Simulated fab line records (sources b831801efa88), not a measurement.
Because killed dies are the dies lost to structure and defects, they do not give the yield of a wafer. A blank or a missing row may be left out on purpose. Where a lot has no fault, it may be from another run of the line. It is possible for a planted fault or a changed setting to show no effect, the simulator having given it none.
The same fault as seen by 2 desks + flow sky130 + numbers are kept per desk, each desk with only its own; the story behind them comes last

METROLOGY DESK
Means of the sampled wafers that have a number, per lot and without regard to the tool the lot ran on: this is what the gauges read. The brackets show how far a lot's mean lies from the usual mean; more than 4 standard deviations puts the lot out of limits, marked OUT.
Columns: A = NWELL_00_OVL at SKY_NWELL_OVL_MEAS_10, usual -1.1 nm; B = VT_ADJUST_LVTN_01_OVL at SKY_VT_ADJUST_LVTN_OVL_MEAS_18, usual -0.5 nm; C = POLY_GATE_CVD_03_THK at SKY_POLY_GATE_THK_MEAS_04, usual 74.9 nm
| lot  | first seen here | A    | B    | C    |
|------|-----------------|------|------|------|
| L807 | day 4 14:15     | -0.4 | -2.2 | 74.1 |
| L809 | day 5 04:27     | -0.4 | 0.1  | 74.9 |
| L810 | day 5 09:08     | -1.4 | -0.1 | 75.2 |
| L811 | day 5 14:03     | -0.6 | 1.4  | 76.0 |
| L812 | day 5 19:35     | -0.4 | -0.0 | 74.7 |
| L813 | day 6 01:17     | -1.5 | -0.5 | 75.5 |
| L815 | day 6 13:54     | -1.4 | -1.2 | 74.4 |
| L816 | day 6 15:33     | -1.5 | -0.2 | 74.5 |
| L822 | day 8 05:21     | -3.0 | 1.3  | 76.4 |
| L823 | day 8 11:11     | -1.8 | -2.0 | 75.8 |
| L825 | day 9 06:45     | -0.7 | -0.2 | 73.7 |
| L827 | day 9 12:11     | 1.2  | -1.0 | 74.9 |
| L828 | day 9 19:35     | -0.3 | -0.8 | 75.4 |
Finding of this desk: none of the 13 lots has anything out of limits.

THE TOOL OWNER'S DESK: rie diel-01
The tool's own readings at SKY_SONOS_ONO_ETCH_15 (etches the open film in CHF3/O2, target depth 19.52 nm, time 7.8 s): means of the sampled wafers that have a number, for each lot that ran on this tool. The brackets show how far a lot's mean lies from the usual mean; more than 4 standard deviations puts the lot out of limits, marked OUT.
Columns: A = O2_flow_sccm at SKY_SONOS_ONO_ETCH_15, usual 5.001 sccm; B = drypump motor current A at SKY_SONOS_ONO_ETCH_15, usual 5.88 A; C = oes product au at SKY_SONOS_ONO_ETCH_15, usual 1.003 a.u.; D = rf fwd power W at SKY_SONOS_ONO_ETCH_15, usual 589 W; E = throttle valve pct at SKY_SONOS_ONO_ETCH_15, usual 8.825 %
| lot  | first seen here | A     | B    | C     | D              | E     |
|------|-----------------|-------|------|-------|----------------|-------|
| L810 | day 13 16:32    | 4.991 | 5.81 | 0.997 | 589            | 8.825 |
| L811 | day 14 03:41    | 4.983 | 6.00 | 0.998 | 584            | 8.830 |
| L822 | day 17 20:59    | 5.015 | 5.97 | 1.025 | 654 (+21) OUT  | 8.830 |
| L823 | day 18 05:25    | 5.010 | 6.03 | 1.021 | 619 (+9.6) OUT | 8.825 |
This desk's verdict: out of limits on L822, L823, starting with L822 at day 17 20:59 (rf fwd power W at SKY_SONOS_ONO_ETCH_15). In limits: L810, L811.

PUT TOGETHER
At day 17 20:59, on L822, L823, the tool owner's desk was in a position to raise an alarm.
At the metrology desk, nothing out of limits was observed.
The metrology desk has L822, L823 on record, within its limits.
SKY_SONOS_ONO_ETCH_15 was run on rie diel-01 by each of the lots named.

WHAT WAS PUT IN BY THE SIMULATOR
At SKY_SONOS_ONO_ETCH_15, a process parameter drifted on rie diel-01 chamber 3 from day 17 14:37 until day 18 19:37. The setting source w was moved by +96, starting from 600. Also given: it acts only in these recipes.
Struck lots among those shown: L822, L823.
How many hours passed from the start of the fault until each desk's first out-of-limits reading: the tool owner's desk, 6.
